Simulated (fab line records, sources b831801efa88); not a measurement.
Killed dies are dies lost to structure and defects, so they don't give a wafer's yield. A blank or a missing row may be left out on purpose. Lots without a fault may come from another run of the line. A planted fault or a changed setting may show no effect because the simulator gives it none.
fab line records | flow sky130
record lots=12 wafers=36 last_day=50
route steps=708 shown CONTACT@411 METAL1@434 VIA1@470 CAP2M@605 PAD_OPEN@708
lots that met no fault: from a run of the same line without faults
start_h: hours from the record's first day to the start of the lot's first wafer shown | wait_h: hours since the lot's step before | " the same as in the row above | L1.1+2: a row that stands for several wafers | - no value, or no start given | * or withheld: withheld | < > ~ a bound
route shown NAME@n: a module of which the file shows steps, and the number in the route of the first | usual: mean/standard deviation of fault-free wafers | same: alike in all rows | chamber/n: place in a boat | sites: the reading at each site | _std_site: their standard deviation | _edge_site: outer sites' mean less inner sites' | radius_mm: how far each site lies from the wafer's centre | mask NAME#n: copy n | behind: the tool/chamber that last shaped the wafer | hold: why the lot was held/for how many hours/how that ended | device: the transistor (n, p or np) that didn't switch | end of line: the same wafers' tests at the end of the route | a step without rows: its recipe alone | killed: dies lost to structure and defects at the first sort, not the wafer's yield | map: a wafer's dies, x killed, . not, _ none there
set.NAME: the setting as run; set.NAME@STEP: as run at that earlier step | model.NAME: the simulator's own value behind a step, which no gauge read
steps of the route over a sample of lots; a table a step, a row a wafer
services: from which hour (start_h, from the record's first day; less than 0 if before it) a tool's chamber was out of use, for how many hours, and why
## steps
# step SKY_CONTACT_BOW_MEAS_05
# recipe mode=bow
# usual CONTACT_BOW=82/7.4
# columns lot.wafer tool chamber start_h wait_h CONTACT_BOW[um]
L535.2 film_metro-02 - 695.57 0.2 83
L535.4 " - " " 96
L535.5 " - " " 66
L536.1 film_metro-02 - 709.51 0.2 80
L536.3 " - " " 74
L536.6 " - " " 87
L538.1 film_metro-02 - 715.78 0.2 82
L538.5 " - " " 83
L538.6 " - " " 79
L541.1 film_metro-02 - 763.63 0.1 75
L541.4 " - " " 82
L541.5 " - " " 80
L542.1 film_metro-02 - 765.90 0.1 84
L542.2 " - " " 78
L542.3 " - " " 84
L540.1 film_metro-02 - 766.91 0.2 86
L540.3 " - " " 96
L540.5 " - " " 89
L543.2 film_metro-04 - 770.21 0.2 79
L543.5 " - " " 75
L543.6 " - " " 74
L544.2 film_metro-04 - 775.35 0.2 74
L544.4 " - " " 76
L544.5 " - " " 79
L546.1 film_metro-04 - 788.61 0.1 86
L546.2 " - " " 76
L546.3 " - " " 83
L556.1 film_metro-02 - 859.34 0.2 74
L556.2 " - " " 84
L556.3 " - " " 87
L557.2 film_metro-04 - 870.72 0.2 87
L557.3 " - " " 78
L557.6 " - " " 71
L558.2 film_metro-03 - 880.14 0.2 79
L558.3 " - " " 76
L558.5 " - " " 92
# step SKY_METAL1_SPUTTER_00
# recipe material=Ti target_thk_nm=15 power_w=3000 time_s=10 chamber_pressure_pa=0.4
# usual throttle_valve_pct=30.0/1.1
# columns lot.wafer tool chamber start_h wait_h throttle_valve_pct
L535.2 pvd_sputter-02 - 725.19 0.2 29.0
L535.4 " - " " 30.1
L535.5 " - " " 30.7
L536.1 pvd_sputter-03 - 739.12 0.1 32.1
L536.3 " - " " 30.5
L536.6 " - " " 29.4
L538.1 pvd_sputter-01 - 745.29 0.2 28.5
L538.5 " - " " 29.2
L538.6 " - " " 28.4
L541.1 pvd_sputter-01 - 791.76 0.2 28.7
L541.4 " - " " 28.8
L541.5 " - " " 31.1
L542.1 pvd_sputter-03 - 794.17 0.1 31.9
L542.2 " - " " 29.6
L542.3 " - " " 28.9
L540.1 pvd_sputter-02 - 795.25 0.1 30.1
L540.3 " - " " 30.5
L540.5 " - " " 30.4
L543.2 pvd_sputter-03 - 798.93 0.2 29.3
L543.5 " - " " 29.3
L543.6 " - " " 32.0
L544.2 pvd_sputter-03 - 803.72 0.2 32.2
L544.4 " - " " 29.3
L544.5 " - " " 29.5
L546.1 pvd_sputter-01 - 816.63 0.2 28.7
L546.2 " - " " 31.1
L546.3 " - " " 28.6
L556.1 pvd_sputter-02 - 886.55 0.2 30.3
L556.2 " - " " 30.4
L556.3 " - " " 28.7
L557.2 pvd_sputter-02 - 898.62 0.1 28.6
L557.3 " - " " 30.2
L557.6 " - " " 30.2
L558.2 pvd_sputter-03 - 907.75 0.1 29.2
L558.3 " - " " 29.3
L558.5 " - " " 32.0
# step SKY_VIA1_CD_MEAS_12
# recipe target_cd_nm=150
# usual cd_nm=149.9/2
# columns lot.wafer tool chamber start_h wait_h cd_nm
L535.2 cd_sem-02 - 780.51 - 148.3
L535.4 " - " " 148.1
L535.5 " - " " 148.0
L536.1 cd_sem-02 - 794.49 - 151.0
L536.3 " - " " 151.7
L536.6 " - " " 150.7
L538.1 cd_sem-02 - 801.44 - 153.0
L538.5 " - " " 152.6
L538.6 " - " " 152.5
L541.1 cd_sem-02 - 847.75 - 151.5
L541.4 " - " " 151.4
L541.5 " - " " 152.0
L542.1 cd_sem-02 - 850.09 - 149.8
L542.2 " - " " 150.3
L542.3 " - " " 151.8
L540.1 cd_sem-01 - 851.34 - 151.6
L540.3 " - " " 150.7
L540.5 " - " " 150.8
L543.2 cd_sem-02 - 854.71 - 146.0
L543.5 " - " " 147.3
L543.6 " - " " 146.4
L544.2 cd_sem-01 - 860.02 - 148.8
L544.4 " - " " 150.1
L544.5 " - " " 149.4
L546.1 cd_sem-01 - 872.34 - 148.2
L546.2 " - " " 146.9
L546.3 " - " " 149.2
L556.1 cd_sem-02 - 939.24 - 148.9
L556.2 " - " " 147.7
L556.3 " - " " 147.3
L557.2 cd_sem-02 - 949.17 - 150.6
L557.3 " - " " 150.1
L557.6 " - " " 151.9
L558.2 cd_sem-02 - 958.37 - 151.5
L558.3 " - " " 150.8
L558.5 " - " " 151.4
# step SKY_CAP2M_SPUTTER_02
# recipe material=TiN target_thk_nm=200 temp_c=300 power_w=6500 time_s=166.7 chamber_pressure_pa=0.4
# usual substrate_temp_c=300.01/0.19 throttle_valve_pct=29.8/0.86
# columns lot.wafer tool chamber start_h wait_h substrate_temp_c throttle_valve_pct
L535.2 pvd_sputter-02 - 922.65 0.0 300.14 30.1
L535.4 " - " " 300.20 30.5
L535.5 " - " " 300.20 30.4
L536.1 pvd_sputter-02 - 934.71 0.1 299.89 28.8
L536.3 " - " " 300.12 30.2
L536.6 " - " " 300.13 30.3
L538.1 pvd_sputter-01 - 940.99 0.1 300.12 31.2
L538.5 " - " " 299.93 30.8
L538.6 " - " " 300.30 28.8
L541.1 pvd_sputter-02 - 980.39 0.1 300.00 29.0
L541.4 " - " " 300.00 30.7
L541.5 " - " " 300.13 30.1
L542.1 pvd_sputter-02 - 984.34 0.1 299.93 28.8
L542.2 " - " " 299.97 30.3
L542.3 " - " " 300.04 30.3
L540.1 pvd_sputter-02 - 986.00 0.1 300.01 28.6
L540.3 " - " " 299.93 30.2
L540.5 " - " " 299.66 30.1
L543.2 pvd_sputter-02 - 987.16 0.0 300.15 30.3
L543.5 " - " " 300.02 30.2
L543.6 " - " " 299.98 30.3
L544.2 pvd_sputter-02 - 990.61 0.0 299.87 29.8
L544.4 " - " " 299.73 30.2
L544.5 " - " " 299.99 30.1
L546.1 pvd_sputter-02 - 1002.94 0.1 299.91 30.8
L546.2 " - " " 300.09 30.2
L546.3 " - " " 299.95 30.1
L556.1 pvd_sputter-02 - 1062.25 0.1 300.05 28.7
L556.2 " - " " 300.23 30.1
L556.3 " - " " 299.96 30.6
L557.2 pvd_sputter-02 - 1070.52 0.0 300.06 30.1
L557.3 " - " " 300.00 30.3
L557.6 " - " " 300.21 28.8
L558.2 pvd_sputter-01 - 1081.59 0.0 299.87 29.0
L558.3 " - " " 299.68 28.6
L558.5 " - " " 299.68 28.3
# step SKY_PAD_OPEN_PROBE_99
# usual defect_limited_yield=82.5/1.9 killed_at_M0_to_M3=44/6.4 killed_at_M4_up=3.4/2.1 killed_at_contacts=23/5 killed_at_front_end=15/4.5 killed_at_other=0.3/0.54 killed_dies=86/9.5 killed_open=48/6.9 killed_short=38/5.9 sort_bin_3_pad_short=0.8/0.44 sort_bin_5_function=10.5/1.6 sort_bin_6_memory=6.1/1.1 sort_n_pass=406/9.5 sort_yield_pct=82.5/1.9
# same gross_dies=492 killed_at_back_side=0 sort_bin_4_leakage[%]=0 sort_bin_8_speed[%]=0
# columns lot.wafer tool chamber start_h wait_h defect_limited_yield[%] killed_at_M0_to_M3 killed_at_M4_up killed_at_contacts killed_at_front_end killed_at_other killed_dies killed_open killed_short sort_bin_3_pad_short[%] sort_bin_5_function[%] sort_bin_6_memory[%] sort_n_pass sort_yield_pct[%]
L538.1 prober-01 - 1083.81 0.1 84.3 46 1 14 16 0 77 43 33 1.6 8.1 5.9 415 84.3
L538.5 prober-01 - 1084.01 0.2 84.6 44 1 20 11 0 76 40 35 0.2 11.2 4.1 416 84.6
L538.6 prober-01 - 1084.06 0.2 85.8 32 4 24 10 0 70 38 31 0.6 8.7 4.9 422 85.8
L541.1 prober-02 - 1115.89 0.1 79.9 57 3 18 20 1 99 47 52 1.2 13.2 5.7 393 79.9
L541.4 prober-02 - 1116.04 0.2 83.1 44 5 22 12 0 83 45 38 0.8 9.8 6.3 409 83.1
L541.5 prober-02 - 1116.09 0.2 78.5 56 4 29 16 1 106 50 56 1.2 12.6 7.7 386 78.5
L542.1 prober-01 - 1119.45 0.1 83.3 42 6 24 10 0 82 40 42 1.0 8.7 6.9 410 83.3
L542.2 prober-01 - 1119.50 0.1 83.9 37 3 23 16 0 79 49 28 1.0 10.4 4.7 413 83.9
L542.3 prober-01 - 1119.55 0.2 82.3 42 1 28 15 1 87 49 38 0.4 12.4 4.9 405 82.3
L544.2 prober-02 - 1126.78 0.1 77.2 34 2 22 16 38 112 37 37 3.9 11.0 7.9 380 77.2
L544.4 prober-02 - 1126.88 0.2 82.5 41 0 29 16 0 86 57 29 0.6 11.2 5.7 406 82.5
L544.5 prober-02 - 1126.93 0.2 77.8 35 2 24 8 40 109 41 28 4.7 10.8 6.7 383 77.8
L546.1 prober-02 - 1134.41 0.1 84.8 36 11 16 12 0 75 43 32 0.6 9.1 5.5 417 84.8
L546.2 prober-02 - 1134.46 0.1 78.7 39 2 13 14 37 105 37 31 3.7 12.6 5.1 387 78.7
L546.3 prober-02 - 1134.51 0.2 82.9 45 5 20 14 0 84 48 35 0.6 9.6 6.9 408 82.9
L558.2 prober-02 - 1196.46 0.1 82.7 52 3 16 14 0 85 50 35 0.8 10.0 6.5 407 82.7
L558.3 prober-02 - 1196.51 0.2 82.9 42 3 26 13 0 84 50 33 0.2 10.4 6.5 408 82.9
L558.5 prober-02 - 1196.61 0.2 83.5 35 5 22 19 0 81 42 39 1.0 11.2 4.3 411 83.5
# killed by level:class
L538.1 VIA1:geometric_particle:open=11 CONTACT:geometric_particle:open=8 FIELD_ISO:geometric_particle:open=7 METAL1:geometric_particle:short=7 METAL2:geometric_particle:short=7 VIA1:geometric_particle:short=5 VIA3:geometric_particle:open=4 VIA2:geometric_particle:open=4
L538.5 VIA1:geometric_particle:open=12 LOCAL_INTERCONNECT:geometric_particle:short=8 METAL3:geometric_particle:short=5 VIA3:geometric_particle:open=5 METAL1:geometric_particle:short=4 FIELD_ISO:geometric_particle:open=3 LI_CONTACT:geometric_particle:open=3 LOCAL_INTERCONNECT:geometric_particle:open=3
L538.6 CONTACT:geometric_particle:open=9 VIA1:geometric_particle:open=9 LI_CONTACT:geometric_particle:open=6 METAL2:geometric_particle:short=6 METAL1:geometric_particle:short=5 LOCAL_INTERCONNECT:geometric_particle:short=4 VIA3:geometric_particle:open=4 LOCAL_INTERCONNECT:geometric_particle:open=3
L541.1 CONTACT:geometric_particle:open=9 VIA1:geometric_particle:open=8 VIA3:geometric_particle:open=8 VIA1:geometric_particle:short=7 VIA2:geometric_particle:open=7 METAL2:geometric_particle:short=7 FIELD_ISO:geometric_particle:short=6 METAL1:geometric_particle:short=6
L541.4 VIA1:geometric_particle:open=14 CONTACT:geometric_particle:open=8 METAL2:geometric_particle:short=7 VIA3:geometric_particle:open=6 VIA1:geometric_particle:short=6 LI_CONTACT:geometric_particle:open=5 CONTACT:geometric_particle:short=5 FIELD_ISO:geometric_particle:open=4
L541.5 LI_CONTACT:geometric_particle:open=9 METAL2:geometric_particle:short=9 VIA2:geometric_particle:open=9 VIA1:geometric_particle:open=8 POLY_GATE:geometric_particle:short=7 METAL1:geometric_particle:short=7 CONTACT:geometric_particle:short=7 METAL2:geometric_particle:open=6
L542.1 VIA1:geometric_particle:open=14 LI_CONTACT:geometric_particle:open=7 CONTACT:geometric_particle:open=6 METAL4:geometric_particle:short=6 LOCAL_INTERCONNECT:geometric_particle:short=5 CONTACT:geometric_particle:short=5 FIELD_ISO:geometric_particle:open=4 METAL2:geometric_particle:short=4
L542.2 CONTACT:geometric_particle:open=12 VIA1:geometric_particle:open=10 VIA2:geometric_particle:open=9 POLY_GATE:geometric_particle:short=4 POLY_GATE:geometric_particle:open=4 CONTACT:geometric_particle:short=4 VIA1:geometric_particle:short=4 FIELD_ISO:geometric_particle:open=3
L542.3 CONTACT:geometric_particle:open=11 VIA3:geometric_particle:open=10 VIA2:geometric_particle:open=7 FIELD_ISO:geometric_particle:open=6 METAL1:geometric_particle:short=6 VIA1:geometric_particle:open=6 LI_CONTACT:geometric_particle:open=5 LOCAL_INTERCONNECT:geometric_particle:short=5
L544.2 CAP2M:unspecified=38 LI_CONTACT:geometric_particle:short=8 VIA1:geometric_particle:open=8 LI_CONTACT:geometric_particle:open=6 FIELD_ISO:geometric_particle:open=5 METAL1:geometric_particle:short=5 VIA3:geometric_particle:open=5 CONTACT:geometric_particle:open=4
L544.4 VIA1:geometric_particle:open=11 LI_CONTACT:geometric_particle:open=10 CONTACT:geometric_particle:open=10 FIELD_ISO:geometric_particle:open=7 VIA2:geometric_particle:open=7 VIA3:geometric_particle:open=7 VIA1:geometric_particle:short=6 POLY_GATE:geometric_particle:short=4
L544.5 CAP2M:unspecified=40 CONTACT:geometric_particle:open=10 VIA1:geometric_particle:open=9 LI_CONTACT:geometric_particle:open=6 METAL1:geometric_particle:short=5 METAL2:geometric_particle:short=5 VIA3:geometric_particle:open=5 VIA2:geometric_particle:open=4
L546.1 VIA1:geometric_particle:open=11 CONTACT:geometric_particle:open=9 METAL4:geometric_particle:short=8 VIA2:geometric_particle:open=6 FIELD_ISO:geometric_particle:short=3 POLY_GATE:geometric_particle:open=3 LI_CONTACT:geometric_particle:open=3 METAL1:geometric_particle:short=3
L546.2 CAP2M:unspecified=37 VIA1:geometric_particle:open=10 METAL2:geometric_particle:short=7 VIA3:geometric_particle:open=7 CONTACT:geometric_particle:open=6 POLY_GATE:geometric_particle:open=5 VIA1:geometric_particle:short=5 FIELD_ISO:geometric_particle:short=3
L546.3 METAL2:geometric_particle:short=9 VIA3:geometric_particle:open=9 CONTACT:geometric_particle:open=7 VIA2:geometric_particle:open=6 LI_CONTACT:geometric_particle:open=5 LOCAL_INTERCONNECT:geometric_particle:short=5 VIA1:geometric_particle:open=5 METAL1:geometric_particle:short=4
L558.2 VIA1:geometric_particle:open=16 LI_CONTACT:geometric_particle:open=8 POLY_GATE:geometric_particle:open=6 CONTACT:geometric_particle:open=6 METAL1:geometric_particle:short=6 METAL3:geometric_particle:short=6 METAL2:geometric_particle:short=5 VIA1:geometric_particle:short=4
L558.3 VIA1:geometric_particle:open=13 CONTACT:geometric_particle:open=11 VIA2:geometric_particle:open=7 LI_CONTACT:geometric_particle:open=6 FIELD_ISO:geometric_particle:open=5 POLY_GATE:geometric_particle:open=4 LOCAL_INTERCONNECT:geometric_particle:short=4 METAL1:geometric_particle:short=4
L558.5 VIA1:geometric_particle:open=9 CONTACT:geometric_particle:open=8 LI_CONTACT:geometric_particle:open=6 FIELD_ISO:geometric_particle:open=5 POLY_GATE:geometric_particle:open=5 VIA1:geometric_particle:short=5 METAL2:geometric_particle:short=5 METAL1:geometric_particle:short=4
## services
# columns tool chamber start_h hours kind
pvd_sputter-01 2 707.06 - consumable_replace:kit
pvd_sputter-01 2 707.06 18.0 scheduled_down
pvd_sputter-02 1 725.33 - consumable_replace:kit
pvd_sputter-02 1 725.33 18.0 scheduled_down
pvd_sputter-02 1 725.33 18.0 vent_cycle
pvd_sputter-03 - 752.22 4.7 repair
pvd_sputter-03 - 768.96 12.4 repair
pvd_sputter-01 - 803.96 12.1 repair
pvd_sputter-01 - 810.40 4.9 repair
pvd_sputter-02 - 824.34 1.9 repair
pvd_sputter-03 - 852.95 9.3 repair
pvd_sputter-02 0 874.87 - consumable_replace:kit
pvd_sputter-02 0 874.87 18.0 scheduled_down
pvd_sputter-02 0 874.87 18.0 vent_cycle
pvd_sputter-02 - 878.24 2.6 repair
pvd_sputter-02 - 878.65 4.5 repair
pvd_sputter-01 - 901.17 3.3 repair
pvd_sputter-03 - 977.03 29.4 repair
pvd_sputter-02 3 1037.66 - consumable_replace:kit
pvd_sputter-02 3 1037.66 18.0 scheduled_down
pvd_sputter-02 3 1037.66 18.0 vent_cycle
pvd_sputter-03 - 1041.82 4.0 repair
pvd_sputter-01 - 1048.57 3.3 repair
pvd_sputter-03 - 1068.66 4.1 repair
## key
first_sign step=SKY_PAD_OPEN_PROBE_99 reading=killed_at_other direction=up sigmas=38 usual=0.3 struck=38.3
effect step=SKY_PAD_OPEN_PROBE_99 reading=sort_bin_3_pad_short direction=up sigmas=7.3 usual=0.8 struck=4.1
met_at SKY_CAP2M_SPUTTER_02
struck_lots L544,L546
struck_wafers L544.2,L544.5,L546.2
not_acting_at SKY_CONTACT_BOW_MEAS_05,SKY_METAL1_SPUTTER_00,SKY_VIA1_CD_MEAS_12
onset_between 987.16 990.61
fault kind=chamber_particle_source tool=pvd_sputter-02 chamber=- onset_h=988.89 steps=SKY_CAP2M_SPUTTER_02 rate_per_visit_cm2=0.82661 end_h=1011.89 scope=struck_wafers_only
